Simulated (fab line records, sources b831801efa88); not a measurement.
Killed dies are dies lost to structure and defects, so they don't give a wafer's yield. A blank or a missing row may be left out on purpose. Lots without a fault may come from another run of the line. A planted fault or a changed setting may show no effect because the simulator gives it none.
Which tool did it? | flow gf180mcu | 24 lots, 72 wafers sampled, at 6 steps of a route of 602

WHAT THE GAUGES READ, wafer by wafer
GF_LVPWELL_OVL_MEAS_07.
lot  | measured    | on         | LVPWELL_OVL (nm)
L074 | day 3 23:47 | overlay-02 | 1.7 0.4 -2.1
L075 | day 4 01:05 | overlay-01 | 0.5 0.0 -0.4
L076 | day 4 05:53 | overlay-01 | -0.7 0.2 -2.1
L077 | day 4 14:32 | overlay-01 | -0.8 -1.0 -0.2
L078 | day 4 23:56 | overlay-02 | 0.4 -2.2 0.0
L079 | day 5 04:15 | overlay-02 | 1.1 -0.3 1.5
L080 | day 5 06:30 | overlay-02 | -2.3 -1.0 0.6
L081 | day 5 14:51 | overlay-01 | 3.0 0.2 0.3
L082 | day 5 19:08 | overlay-02 | -0.6 -1.0 2.2
L083 | day 5 23:45 | overlay-02 | 1.0 0.8 1.5
L084 | day 6 04:50 | overlay-02 | -2.4 -1.6 -2.5
L085 | day 6 10:48 | overlay-01 | -2.3 -2.2 -2.2
L086 | day 6 15:50 | overlay-02 | -0.4 -1.7 0.3
L087 | day 6 20:19 | overlay-02 | -2.0 -1.4 -4.0
L088 | day 7 01:47 | overlay-01 | -0.2 -0.1 -0.4
L089 | day 7 08:14 | overlay-02 | -0.3 0.2 -0.4
L090 | day 7 14:41 | overlay-01 | -1.2 -0.6 -0.9
L091 | day 7 21:16 | overlay-01 | 2.8 1.7 2.4
L092 | day 8 11:32 | overlay-02 | 0.9 0.6 1.2
L093 | day 8 17:56 | overlay-02 | 0.8 1.2 0.5
L094 | day 8 19:41 | overlay-02 | 0.3 -0.7 0.1
L095 | day 8 23:12 | overlay-01 | 1.4 0.3 1.4
L096 | day 9 03:47 | overlay-01 | 0.8 -0.8 1.0
L097 | day 9 11:05 | overlay-02 | 0.7 2.5 0.2

GF_CONTACT_THK_MEAS_01.
lot  | measured     | on            | CONTACT_CVD_00_THK (nm)
L074 | day 15 04:29 | film_metro-01 | 302 303 308
L075 | day 15 08:50 | film_metro-04 | 303 303 300
L076 | day 15 12:59 | film_metro-04 | 302 305 299
L077 | day 16 03:49 | film_metro-01 | 305 299 305
L078 | day 16 16:44 | film_metro-04 | 304 302 301
L079 | day 16 23:03 | film_metro-02 | 306 302 305
L080 | day 17 04:15 | film_metro-01 | 298 303 300
L081 | day 17 19:23 | film_metro-04 | 293 293 296
L082 | day 18 01:38 | film_metro-04 | 301 299 302
L083 | day 18 10:34 | film_metro-02 | 302 301 306
L084 | day 18 20:53 | film_metro-02 | 301 304 305
L085 | day 19 07:02 | film_metro-01 | 304 300 306
L086 | day 19 13:05 | film_metro-01 | 304 303 301
L087 | day 19 22:23 | film_metro-01 | 303 301 305
L088 | day 20 03:59 | film_metro-04 | 295 302 298
L089 | day 20 11:26 | film_metro-04 | 299 301 304
L090 | day 20 22:39 | film_metro-01 | 304 303 298
L091 | day 21 08:22 | film_metro-04 | 306 306 300
L092 | day 22 07:02 | film_metro-02 | 294 295 297
L093 | day 22 15:26 | film_metro-04 | 302 299 300
L094 | day 22 18:25 | film_metro-01 | 296 298 302
L095 | day 22 23:20 | film_metro-01 | 302 299 297
L096 | day 23 02:56 | film_metro-02 | 302 304 301
L097 | day 23 10:25 | film_metro-02 | 302 302 307

GF_V1_THK_MEAS_03.
lot  | measured     | on            | V1_CVD_02_THK (nm)
L074 | day 17 03:25 | film_metro-03 | 849 849 852
L075 | day 17 07:46 | film_metro-03 | 845 858 868
L076 | day 17 13:07 | film_metro-03 | 840 856 867
L077 | day 18 05:10 | film_metro-02 | 851 852 856
L078 | day 18 17:43 | film_metro-03 | 857 875 878
L079 | day 19 01:18 | film_metro-03 | 848 872 878
L080 | day 19 06:40 | film_metro-04 | 837 851 858
L081 | day 20 05:20 | film_metro-02 | 851 855 853
L082 | day 20 05:37 | film_metro-03 | 854 860 876
L083 | day 20 13:32 | film_metro-02 | 849 865 877
L084 | day 21 00:55 | film_metro-04 | 844 870 858
L085 | day 21 10:49 | film_metro-02 | 847 844 863
L086 | day 21 17:33 | film_metro-03 | 847 846 849
L087 | day 22 01:59 | film_metro-04 | 858 871 869
L088 | day 22 07:48 | film_metro-03 | 840 844 852
L089 | day 22 12:47 | film_metro-03 | 831 835 838
L090 | day 22 23:40 | film_metro-04 | 851 836 862
L091 | day 23 09:55 | film_metro-02 | 833 845 849
L092 | day 24 06:38 | film_metro-04 | 834 843 854
L093 | day 24 15:52 | film_metro-02 | 850 848 835
L094 | day 24 18:07 | film_metro-03 | 845 848 852
L095 | day 24 21:52 | film_metro-04 | 851 854 863
L096 | day 25 02:26 | film_metro-04 | 838 863 866
L097 | day 25 08:16 | film_metro-03 | 830 837 850

GF_V1_THK_MEAS_25: measures by xrf.
lot  | measured     | on            | V1_W_THK (nm)
L074 | day 18 04:31 | film_metro-03 | 348 353 349
L075 | day 18 08:47 | film_metro-02 | 340 343 340
L076 | day 18 14:53 | film_metro-03 | 341 345 343
L077 | day 19 07:19 | film_metro-04 | 345 345 344
L078 | day 19 20:04 | film_metro-03 | 344 343 339
L079 | day 20 03:16 | film_metro-02 | 347 347 350
L080 | day 20 08:22 | film_metro-03 | 343 341 341
L081 | day 21 07:10 | film_metro-02 | 344 344 345
L082 | day 21 07:40 | film_metro-03 | 344 344 341
L083 | day 21 15:11 | film_metro-04 | 337 342 340
L084 | day 22 01:28 | film_metro-02 | 337 344 342
L085 | day 22 11:39 | film_metro-03 | 337 335 333
L086 | day 22 18:13 | film_metro-02 | 342 344 341
L087 | day 23 02:02 | film_metro-04 | 345 345 354
L088 | day 23 08:07 | film_metro-02 | 335 333 338
L089 | day 23 12:38 | film_metro-02 | 342 339 338
L090 | day 23 23:07 | film_metro-04 | 340 338 339
L091 | day 24 09:44 | film_metro-03 | 337 341 336
L092 | day 25 05:23 | film_metro-02 | 346 351 346
L093 | day 25 14:52 | film_metro-03 | 349 342 342
L094 | day 25 16:53 | film_metro-02 | 346 343 344
L095 | day 25 20:51 | film_metro-02 | 334 335 338
L096 | day 26 01:26 | film_metro-03 | 348 348 345
L097 | day 26 06:40 | film_metro-03 | 335 334 333

GF_V3_BOW_MEAS_05.
lot  | measured     | on            | V3_BOW (um)
L074 | day 21 10:19 | film_metro-03 | 114 103 96
L075 | day 21 13:34 | film_metro-03 | 116 114 132
L076 | day 21 19:56 | film_metro-04 | 121 98 112
L077 | day 22 12:28 | film_metro-03 | 117 123 115
L078 | day 22 23:22 | film_metro-02 | 112 115 106
L079 | day 23 08:09 | film_metro-03 | 116 111 107
L080 | day 23 11:54 | film_metro-02 | 128 133 126
L081 | day 24 09:08 | film_metro-03 | 123 118 119
L082 | day 24 09:38 | film_metro-04 | 123 110 115
L083 | day 24 16:51 | film_metro-02 | 120 103 110
L084 | day 25 00:56 | film_metro-04 | 104 110 104
L085 | day 25 10:39 | film_metro-03 | 124 129 117
L086 | day 25 16:55 | film_metro-03 | 132 125 113
L087 | day 25 23:55 | film_metro-02 | 107 129 118
L088 | day 26 04:30 | film_metro-03 | 126 118 116
L089 | day 26 10:47 | film_metro-02 | 116 116 116
L090 | day 26 18:29 | film_metro-03 | 122 113 121
L091 | day 27 06:17 | film_metro-03 | 117 114 125
L092 | day 27 23:29 | film_metro-03 | 103 116 111
L093 | day 28 08:53 | film_metro-03 | 116 115 117
L094 | day 28 11:22 | film_metro-03 | 117 109 106
L095 | day 28 14:28 | film_metro-04 | 119 123 120
L096 | day 28 18:35 | film_metro-02 | 108 113 122
L097 | day 28 23:31 | film_metro-03 | 117 125 113

GF_V4_THK_MEAS_03.
lot  | measured     | on            | V4_CVD_02_THK (nm)
L074 | day 23 10:44 | film_metro-02 | 846 840 846
L075 | day 23 14:20 | film_metro-02 | 843 865 865
L076 | day 23 19:49 | film_metro-01 | 836 854 862
L077 | day 24 11:40 | film_metro-02 | 847 879 867
L078 | day 24 21:19 | film_metro-02 | 847 859 864
L079 | day 25 06:17 | film_metro-01 | 857 863 858
L080 | day 25 10:58 | film_metro-02 | 855 869 856
L081 | day 26 06:08 | film_metro-01 | 831 853 852
L082 | day 26 06:56 | film_metro-02 | 861 859 874
L083 | day 26 14:01 | film_metro-04 | 844 855 871
L084 | day 26 20:46 | film_metro-01 | 848 877 857
L085 | day 27 06:32 | film_metro-04 | 853 881 879
L086 | day 27 12:31 | film_metro-02 | 851 866 863
L087 | day 27 19:28 | film_metro-01 | 847 841 862
L088 | day 28 01:05 | film_metro-04 | 835 842 857
L089 | day 28 05:47 | film_metro-04 | 853 855 863
L090 | day 28 12:53 | film_metro-02 | 838 856 860
L091 | day 29 07:59 | film_metro-01 | 854 870 864
L092 | day 29 16:45 | film_metro-01 | 855 844 866
L093 | day 30 00:53 | film_metro-01 | 840 856 850
L094 | day 30 03:33 | film_metro-02 | 840 845 840
L095 | day 30 07:49 | film_metro-04 | 871 865 869
L096 | day 30 10:04 | film_metro-01 | 842 853 862
L097 | day 30 15:11 | film_metro-04 | 838 840 849

WHICH TOOL RAN EACH LOT (tool, then ch and the chambers of the sampled wafers, then the start)
The record holds no process step before these readings.

WHAT THE TOOLS THEMSELVES READ (means of the sampled wafers that have a number; where no wafer has one, the mark that the record gives instead)
The record holds no such reading with a usual standard deviation.

THE ANSWER, worked out from the rows above alone
Rule: what is usual is taken from the lots themselves. Put in order of their means at a reading, lots are off if they are a third of the lots or fewer, leave a main group of 4 or more, and stand apart from it by a gap of 3 or more times the standard deviation of the main group's means; of several such gaps the widest counts. A main group whose means are all the same, to the digits that the tables above print for the reading, isn't used. A lot without any number at a reading at which 4 lots or more have one is off too. The other lots that the step has rows for count as sound. The gauges are gone through in route order, then the tools' own readings, and for those a lot's mean is taken as printed above. The first step at which some lot is off is used, and at that step the reading that is off furthest; a lot without a number counts as furthest.
No lot is off at any reading shown: from this, nothing can be told.

WHAT THE SIMULATOR HAD PUT IN
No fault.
